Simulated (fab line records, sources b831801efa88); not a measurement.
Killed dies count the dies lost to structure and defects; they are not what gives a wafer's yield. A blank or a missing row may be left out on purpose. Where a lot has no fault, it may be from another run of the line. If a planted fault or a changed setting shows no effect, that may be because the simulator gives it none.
fab line records | flow sky130
record lots=14 wafers=42 lastDay=50
route steps=708 shown POLY_GATE@205 POLY_CUT@312 RES_XHIGH@341
lots that met no fault: taken from a fault-free run of the same line
startH: hours from the record's first day to the start of the lot's first wafer shown | waitH: time in hours since the lot's previous step | " the same as in the row above | L1.1+2: a row that stands for several wafers | - no value, or no start was given | * or withheld: withheld | < > ~ a bound
route shown NAME@n: NAME is a module with steps in the file, n the number in the route of the first one | usual: the fault-free wafers' mean and standard deviation | same: alike in all rows | chamber/n: place in a boat | sites: each site's reading | _std_site: standard deviation across them | _edge_site: outer sites' mean less inner sites' | radiusMm: for every site, how far away it sits from the centre of the wafer | mask NAME#n: copy n | behind: tool/chamber where the wafer was last shaped | hold: reason for holding the lot/hours on hold/outcome of the hold | device: the n, p or np transistor that did not switch | end of line: the tests these same wafers got at the end of their route | a step without rows: its recipe alone | killed: not the wafer's yield, but the dies lost to structure and defects at the first sort | map: the dies of a wafer, with x for killed, . for not killed, _ for no die there
set.NAME: the setting as run; set.NAME@STEP: as run at that earlier step | model.NAME: the simulator's own value behind a step, which no gauge read
a sample of lots followed through the steps of the route, with each step as a table and each wafer as a row
services: the hour from which a tool's chamber was out of use, counted from the record's first day as startH (under 0 if before that day), plus the number of hours and why
## steps
# step SKY_POLY_GATE_THK_MEAS_01
# recipe reads=poly-Si_of_POLY_GATE_CVD_00
# usual POLY_GATE_CVD_00_THK=179.6/1.5
# columns lot.wafer tool chamber startH waitH POLY_GATE_CVD_00_THK[nm]
L936.1 filmMetro-02 - 318.27 0.0 179.7
L936.3 " - " " 178.2
L936.6 " - " " 178.1
L937.1 filmMetro-01 - 324.65 0.0 180.2
L937.2 " - " " 179.8
L937.3 " - " " 180.2
L939.1 filmMetro-02 - 342.71 0.0 181.7
L939.4 " - " " 180.5
L939.5 " - " " 181.3
L940.1 filmMetro-01 - 354.52 0.0 177.0
L940.2 " - " " 179.0
L940.3 " - " " 179.0
L942.3 filmMetro-02 - 368.12 0.0 176.5
L942.4 " - " " 176.1
L942.6 " - " " 176.6
L943.2 filmMetro-04 - 388.40 0.0 176.8
L943.4 " - " " 180.3
L943.5 " - " " 177.9
L947.1 filmMetro-04 - 426.34 0.0 178.4
L947.5 " - " " 179.3
L947.6 " - " " 177.3
L948.1 filmMetro-02 - 426.34 0.0 179.4
L948.5 " - " " 178.5
L948.6 " - " " 180.5
L952.2 filmMetro-01 - 458.53 0.0 181.3
L952.3 " - " " 180.1
L952.5 " - " " 180.8
L953.2 filmMetro-04 - 465.50 0.0 179.4
L953.3 " - " " 179.0
L953.4 " - " " 179.3
L954.3 filmMetro-04 - 473.12 0.0 178.6
L954.4 " - " " 178.8
L954.5 " - " " 178.5
L955.1 filmMetro-02 - 476.40 0.0 183.5
L955.3 " - " " 181.1
L955.6 " - " " 184.7
L957.1 filmMetro-02 - 501.98 0.0 179.1
L957.2 " - " " 178.8
L957.5 " - " " 178.3
L958.2 filmMetro-01 - 506.31 0.0 181.1
L958.3 " - " " 181.7
L958.5 " - " " 179.5
# step SKY_POLY_GATE_STRIP_18
# recipe chemistry=O2/N2 powerW=1400 pressureMtorr=1500 platenTempC=withheld o2FlowSccm=3000 n2FlowSccm=300 overashFraction=0.5
# usual drypumpMotorCurrentA=5.9/0.47 oesProductAu=0.360/0.0051 stripTimeToEndpointS=3.16/0.035
# columns lot.wafer tool chamber startH waitH drypumpMotorCurrentA oesProductAu rfHoursCounterH stripTimeToEndpointS
L936.1 plasmaAsher-01 0 379.51 0.0 6.5 0.365 64 3.16
L936.3 " 1 " " 5.7 0.358 - 3.20
L936.6 " 0 " " 6.5 0.356 - 3.16
L937.1 plasmaAsher-03 0 385.37 0.0 6.1 0.358 71 3.16
L937.2 " 1 " " 5.8 0.367 71 3.17
L937.3 " 1 " " 5.8 0.356 - 3.11
L939.1 plasmaAsher-02 1 401.99 0.0 6.6 0.360 29 3.20
L939.4 " 0 " " 5.1 0.361 - 3.18
L939.5 " 1 " " 6.7 0.364 - 3.16
L940.1 plasmaAsher-02 1 416.21 0.0 6.6 0.360 30 3.19
L940.2 " 0 " " 5.1 0.361 30 3.17
L940.3 " 0 " " 5.1 0.355 - 3.23
L942.3 plasmaAsher-01 0 432.15 0.1 6.5 0.354 - 3.09
L942.4 " 1 " " 5.7 0.355 - 3.16
L942.6 " 1 " " 5.7 0.361 - 3.15
L943.2 plasmaAsher-01 0 452.36 0.0 6.5 0.359 2 3.23
L943.4 " 1 " " 5.7 0.362 - 3.15
L943.5 " 1 " " 5.7 0.365 - 3.18
L948.1 plasmaAsher-03 1 490.79 0.0 5.7 0.365 82 3.18
L948.5 " 1 " " 5.7 0.361 - 3.14
L948.6 " 0 " " 6.0 0.360 - 3.20
L947.1 plasmaAsher-01 1 491.94 0.0 5.7 0.359 6 3.14
L947.5 " 1 " " 5.7 0.357 - 3.14
L947.6 " 0 " " 6.5 0.361 - 3.15
L952.2 plasmaAsher-03 1 523.86 0.0 5.8 0.362 85 3.23
L952.3 " 0 " " 6.1 0.357 - 3.18
L952.5 " 1 " " 5.8 0.357 - 3.20
L953.2 plasmaAsher-03 1 530.22 0.0 5.7 0.363 85 3.19
L953.3 " 0 " " 6.1 0.363 - 3.14
L953.4 " 1 " " 5.8 0.354 - 3.18
L954.3 plasmaAsher-03 0 538.85 0.1 6.1 0.367 - 3.24
L954.4 " 1 " " 5.7 0.363 - 3.16
L954.5 " 1 " " 5.8 0.358 - 3.12
L955.1 plasmaAsher-02 0 541.27 0.0 5.1 0.366 43 3.20
L955.3 " 1 " " 6.6 0.355 - 3.15
L955.6 " 1 " " 6.6 0.361 - 3.09
L957.1 plasmaAsher-02 1 565.52 0.0 6.6 0.347 45 3.14
L957.2 " 0 " " 5.1 0.360 45 3.20
L957.5 " 1 " " 6.6 0.361 - 3.19
L958.2 plasmaAsher-03 1 569.49 0.0 5.7 0.353 89 3.12
L958.3 " 0 " " 6.1 0.360 - 3.11
L958.5 " 0 " " 6.0 0.359 - 3.15
# step SKY_POLY_CUT_EXPOSE_05
# recipe maskId=NPCM na=0.8 sourceShape=annular sigmaInner=0.55 sigmaOuter=0.85 targetCdNm=270 doseMj=32
# usual exposureDoseMJCm2=31.97/0.041 focusOffsetNm=0.0/0.56 reticleTempC=22.97/0.11
# columns lot.wafer tool chamber startH waitH mask exposureDoseMJCm2 focusOffsetNm reticleTempC
L936.1 krfScanner-02 0 557.20 - NPCM#0 31.96 -1.0 22.92
L936.3 " 0 " " NPCM#0 31.92 0.8 23.00
L936.6 " 0 " " NPCM#0 31.97 -0.2 22.93
L937.1 krfScanner-02 0 563.22 - NPCM#0 32.05 -0.8 23.02
L937.2 " 0 " " NPCM#0 32.00 -0.3 23.01
L937.3 " 0 " " NPCM#0 32.05 -0.5 23.05
L939.1 krfScanner-02 0 578.52 - NPCM#0 32.04 -0.7 23.15
L939.4 " 0 " " NPCM#0 32.08 0.4 22.99
L939.5 " 0 " " NPCM#0 32.04 0.3 23.04
L940.1 krfScanner-01 0 593.85 - NPCM#0 31.98 -0.9 22.83
L940.2 " 0 " " NPCM#0 31.94 -0.4 22.75
L940.3 " 0 " " NPCM#0 31.94 -0.9 22.92
L942.3 krfScanner-02 0 608.94 - NPCM#0 32.01 -0.9 23.14
L942.4 " 0 " " NPCM#0 32.00 -1.0 23.09
L942.6 " 0 " " NPCM#0 32.03 -1.2 23.09
L943.2 krfScanner-01 0 626.92 - NPCM#0 31.96 0.3 23.05
L943.4 " 0 " " NPCM#0 31.93 0.1 23.00
L943.5 " 0 " " NPCM#0 31.94 0.6 22.95
L948.1 krfScanner-01 0 662.47 - NPCM#0 31.98 0.2 22.83
L948.5 " 0 " " NPCM#0 31.98 0.3 22.67
L948.6 " 0 " " NPCM#0 32.02 0.4 22.69
L947.1 krfScanner-01 0 664.37 - NPCM#0 31.95 -0.3 22.95
L947.5 " 0 " " NPCM#0 31.94 -0.5 23.17
L947.6 " 0 " " NPCM#0 31.95 0.1 22.84
L952.2 krfScanner-02 - 691.42 - NPCM#0 - - -
L952.3 " - " " NPCM#0 - - -
L952.5 " - " " NPCM#0 - - -
L953.2 krfScanner-02 - 698.55 - NPCM#0 - - -
L953.3 " - " " NPCM#0 - - -
L953.4 " - " " NPCM#0 - - -
L955.1 krfScanner-01 0 707.87 - NPCM#0 31.93 0.9 22.96
L955.3 " 0 " " NPCM#0 31.95 0.5 23.08
L955.6 " 0 " " NPCM#0 31.97 0.6 23.06
L954.3 krfScanner-02 0 713.46 - NPCM#0 31.96 -0.2 22.99
L954.4 " 0 " " NPCM#0 31.97 0.2 22.85
L954.5 " 0 " " NPCM#0 32.01 0.4 23.01
L957.1 krfScanner-02 0 730.70 - NPCM#0 32.01 0.2 23.16
L957.2 " 0 " " NPCM#0 31.99 1.2 23.21
L957.5 " 0 " " NPCM#0 32.01 0.9 23.12
L958.2 krfScanner-02 0 734.56 - NPCM#0 31.97 0.6 23.10
L958.3 " 0 " " NPCM#0 32.03 0.4 23.03
L958.5 " 0 " " NPCM#0 32.00 1.0 22.98
# step SKY_RES_XHIGH_TW_MEAS_09
# usual RES_XHIGH_TW=1644/7.2
# columns lot.wafer tool chamber startH waitH RES_XHIGH_TW
L936.1 filmMetro-01 - 632.15 0.1 1646
L936.3 " - " " 1642
L936.6 " - " " 1649
L937.1 filmMetro-02 - 638.63 0.1 1638
L937.2 " - " " 1634
L937.3 " - " " 1638
L939.1 filmMetro-04 - 653.45 0.1 1642
L939.4 " - " " 1646
L939.5 " - " " 1651
L940.1 filmMetro-02 - 667.83 0.1 1652
L940.2 " - " " 1650
L940.3 " - " " 1647
L942.3 filmMetro-02 - 681.65 0.1 1643
L942.4 " - " " 1651
L942.6 " - " " 1650
L943.2 filmMetro-01 - 699.71 0.1 1646
L943.4 " - " " 1642
L943.5 " - " " 1637
L948.1 filmMetro-01 - 733.92 0.1 1636
L948.5 " - " " 1634
L948.6 " - " " 1640
L947.1 filmMetro-01 - 735.28 0.1 1641
L947.5 " - " " 1647
L947.6 " - " " 1638
L955.1 filmMetro-01 - 775.83 0.1 1662
L955.3 " - " " 1665
L955.6 " - " " 1653
L954.3 filmMetro-04 - 781.72 0.1 1642
L954.4 " - " " 1651
L954.5 " - " " 1643
L957.1 filmMetro-04 - 796.90 0.1 1633
L957.2 " - " " 1640
L957.5 " - " " 1635
L958.2 filmMetro-04 - 801.14 0.1 1643
L958.3 " - " " 1644
L958.5 " - " " 1638
## services
# columns tool chamber startH hours kind
krfScanner-02 - 358.61 1.0 pm
krfScanner-01 - 359.65 3.6 pm
krfScanner-02 - 363.32 4.0 pm
krfScanner-02 - 368.21 1.3 pm
krfScanner-01 - 381.76 0.6 repair
krfScanner-01 - 387.94 2.7 repair
krfScanner-01 - 406.43 1.3 pm
krfScanner-01 - 408.14 0.9 repair
krfScanner-02 - 412.99 0.2 repair
krfScanner-02 - 418.88 0.8 pm
krfScanner-01 - 428.58 0.8 pm
krfScanner-02 - 507.72 0.3 repair
krfScanner-02 - 527.61 1.0 pm
krfScanner-02 - 544.11 1.3 pm
krfScanner-02 - 550.58 3.6 repair
krfScanner-02 - 587.68 0.8 pm
plasmaAsher-03 - 608.44 34.0 repair
plasmaAsher-03 - 634.64 11.4 repair
krfScanner-02 - 637.40 0.2 repair
krfScanner-02 - 696.61 1.0 pm
krfScanner-02 - 706.04 6.1 repair
plasmaAsher-03 - 708.66 5.0 repair
krfScanner-02 - 720.01 1.3 pm
plasmaAsher-03 - 733.75 9.0 pm
## key
firstSign step=SKY_POLY_CUT_EXPOSE_05 reading=toolRecord direction=missing
effect none on later readings
metAt SKY_POLY_CUT_EXPOSE_05
struckLots L952,L953
laterRowsLeftOut L952.2,L952.3,L952.5,L953.2,L953.3,L953.4
sortLeftOut L952.2,L952.3,L952.5,L953.2,L953.3,L953.4
testerLeftOut L952,L953
notActingAt SKY_POLY_GATE_THK_MEAS_01,SKY_POLY_GATE_STRIP_18,SKY_RES_XHIGH_TW_MEAS_09
onsetBetween 608.94 691.42
fault kind=skippedStepWhole tool=krfScanner-02 chamber=- onsetH=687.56 steps=SKY_POLY_CUT_EXPOSE_05 scope=struckLotsOnly
# testerLeftOut: of these lots the tester's yield and bins aren't shown, on N5 and GAA mostly nor the transistor test; their killed dies are dies lost to structure and defects alone, not to doping, threshold or leakage, so they don't give the yield
# sortLeftOut: the simulated sort isn't trusted on such a fault, so these wafers' sort isn't shown, and their yield isn't known
# laterRowsLeftOut: the simulator's readings of these wafers behind a module that went badly wrong aren't trusted and aren't shown, but for the sort
